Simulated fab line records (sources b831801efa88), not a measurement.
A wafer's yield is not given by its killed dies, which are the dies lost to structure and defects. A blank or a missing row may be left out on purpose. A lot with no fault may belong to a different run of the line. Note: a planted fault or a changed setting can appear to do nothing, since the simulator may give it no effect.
Struck lot and sound lot, side by side    flow sky130    33 out of 708 route steps
Sound: wafers L687.1, L687.4, L687.5. Struck: wafer L692.2 (left out: L692.1, L692.5 of the same lot, which were not struck); the cause appears at the end.
Each step with rows lists, per side, the tool, then ch with its chambers, then its first start. Under that, the readings that differ: sound wafers    struck wafers    difference of the means    sigmas: that difference in standard deviations of wafers without a fault.
alike: readings with means less than 2 such deviations apart, plus words and numbers identical on both sides. not compared: withheld readings, readings lacking a value on some wafer, bounds such as >300 that could conceal the same value, and numbers that have no deviation in the record and whose values overlap.
A row with sigmas, a row that says differs or no value, or rows on one side alone: a step with any of these is where the two part. Non-overlapping numbers with no deviation appear without sigmas and do not part them. Lack of a reading on every wafer of one side parts them only where that side has two or more wafers.

first, 4 steps without rows for these wafers: SKY_LOCAL_INTERCONNECT_SOFTBAKE_07 (time 90 s); SKY_LOCAL_INTERCONNECT_EXPOSE_08 (exposes mask LI1M, target cd 170 nm); SKY_LOCAL_INTERCONNECT_PEB_09; SKY_LOCAL_INTERCONNECT_DEVELOP_10 (develop time 60 s).
SKY_LOCAL_INTERCONNECT_CD_MEAS_11: the cd target is 170 nm.
  sound on cd sem-01, day 32 07:19; struck on cd sem-01, day 33 23:52
  alike: cd nm
SKY_LOCAL_INTERCONNECT_OVL_MEAS_12:
  sound on overlay-01, day 32 07:26; struck on overlay-01, day 33 23:59
  alike: LOCAL_INTERCONNECT_OVL
SKY_LOCAL_INTERCONNECT_ETCH_13: etches BARC in N2/H2, stops on SiO2, time 45.9 s, target depth 60 nm.
  sound on rie metal-02 ch 0, day 32 07:28; struck on rie metal-03 ch 0, day 34 00:01
  alike: drypump motor current A, oes product au, throttle valve pct
  not compared: rf hours counter h
SKY_LOCAL_INTERCONNECT_METAL_ETCH_14: etches TiN in Cl2/BCl3, stops on PSG, target depth 110 nm, time 31.4 s.
  sound on rie metal-02 ch 0, day 32 07:32; struck on rie metal-03 ch 0, day 34 00:05
  alike: drypump motor current A, oes product au, throttle valve pct
  not compared: rf hours counter h
then, 4 steps without rows for these wafers: SKY_LOCAL_INTERCONNECT_STRIP_15 (strips in O2/N2); SKY_LOCAL_INTERCONNECT_STRIP_16 (strips in post etch residue remover, time 1200 s); SKY_LOCAL_INTERCONNECT_CLEAN_17 (cleans in IPA, time 180 s); SKY_LOCAL_INTERCONNECT_CLEAN_18 (cleans in O3/DIW).
SKY_CONTACT_CVD_00: deposits Si3N4, target thk 75 nm.
  sound on pecvd-03 ch 0,2, day 32 08:11; struck on pecvd-03 ch 0, day 34 00:43
reading                                    sound              struck  difference  sigmas
model.Si3N4_of_CONTACT_CVD_00.thk nm (nm)  74.02 75.87 74.46  93.43   +18.65      
  alike: heater power w
SKY_CONTACT_THK_MEAS_01:
  sound on film metro-02, day 32 08:13; struck on film metro-04, day 34 00:46
reading                  sound           struck  difference  sigmas
CONTACT_CVD_00_THK (nm)  74.0 75.9 74.5  93.4    +18.6       +21
then, 1 step without rows for these wafers: SKY_CONTACT_HDPCVD_02 (deposits SiO2, target thk 565 nm, time 94.2 s).
SKY_CONTACT_THK_MEAS_03:
  sound on film metro-04, day 32 08:20; struck on film metro-02, day 34 00:54
  alike: CONTACT_HDPCVD_THK
SKY_CONTACT_CMP_04: polishes SiO2.
  sound on cmp-02 ch 1,2,3, day 32 08:30; struck on cmp-02 ch 3, day 34 00:58
  alike: motor current A
SKY_CONTACT_BOW_MEAS_05:
  sound on film metro-02, day 32 08:42; struck on film metro-01, day 34 01:16
  alike: CONTACT_BOW
then, 8 steps without rows for these wafers: SKY_CONTACT_DEHYDRATE_06 (time 60 s); SKY_CONTACT_HMDS_07 (prime time 60 s); SKY_CONTACT_COAT_08 (resist thk 60 nm); SKY_CONTACT_COAT_09 (resist thk 450 nm); SKY_CONTACT_SOFTBAKE_10 (time 90 s); SKY_CONTACT_EXPOSE_11 (exposes mask CTM1, target cd 170 nm); SKY_CONTACT_PEB_12; SKY_CONTACT_DEVELOP_13 (develop time 60 s).
SKY_CONTACT_CD_MEAS_14: the cd target is 170 nm.
  sound on cd sem-02, day 33 12:16; struck on cd sem-02, day 35 04:41
  alike: cd nm
SKY_CONTACT_OVL_MEAS_15:
  sound on overlay-02, day 33 12:23; struck on overlay-02, day 35 04:49
  alike: CONTACT_OVL
SKY_CONTACT_ETCH_16: etches BARC in N2/H2, stops on SiO2, time 45.9 s, target depth 60 nm.
  sound on rie diel-01 ch 0,2,3, day 33 12:25; struck on rie diel-04 ch 0, day 35 04:50
  alike: drypump motor current A, oes product au, throttle valve pct
  not compared: rf hours counter h
SKY_CONTACT_ETCH_17: etches SiO2 in C4F8/O2/Ar, stops on Si3N4, target depth 340 nm.
  sound on rie diel-01 ch 0,2,3, day 33 12:28; struck on rie diel-04 ch 0, day 35 04:53
reading                sound              struck  difference  sigmas
oes product au (a.u.)  0.890 0.880 0.894  0.901   +0.013      +3
SKY_CONTACT_ETCH_18: etches Si3N4 in CHF3/O2, stops on TiN, time 39 s, target depth 75 nm.
  sound: rie diel-01 ch 0,2,3; struck: rie diel-04 ch 0
reading                   sound              struck  difference  sigmas
oes product au (a.u.)     0.841 0.852 0.846  0.974   +0.128      +19
throttle valve pct (%)    8.795 8.796 8.797  8.835   +0.039      +4
model.etch.depth nm (nm)  74.02 75.87 74.46  93.43   +18.65      
  alike: drypump motor current A
  not compared: rf hours counter h
then, 1 step without rows for these wafers: SKY_CONTACT_STRIP_19 (strips in O2/N2).
-- the record jumps here: 14 days lie between the struck wafers' starts before and after (it left off in module CONTACT and takes up again in module PAD_OPEN, whose first step shown is number 708 of the route) --
SKY_PAD_OPEN_PROBE_99:
  sound on prober-02, day 47 13:08; struck on prober-01, day 48 22:05
reading                        sound              struck  difference  sigmas
killed at contacts             28 19 25           52      +28         +5
model.etest.mcon chain.rc ohm  16.86 17.24 16.69  18.17   +1.24       
  alike: killed_at_M0_to_M3, killed_at_M4_up, killed at front end, killed at other, killed dies, killed open, killed short

## WHERE THEY PART
First at SKY_CONTACT_THK_MEAS_01; last, within this record, at SKY_PAD_OPEN_PROBE_99.

WHY: whatever the simulator had introduced
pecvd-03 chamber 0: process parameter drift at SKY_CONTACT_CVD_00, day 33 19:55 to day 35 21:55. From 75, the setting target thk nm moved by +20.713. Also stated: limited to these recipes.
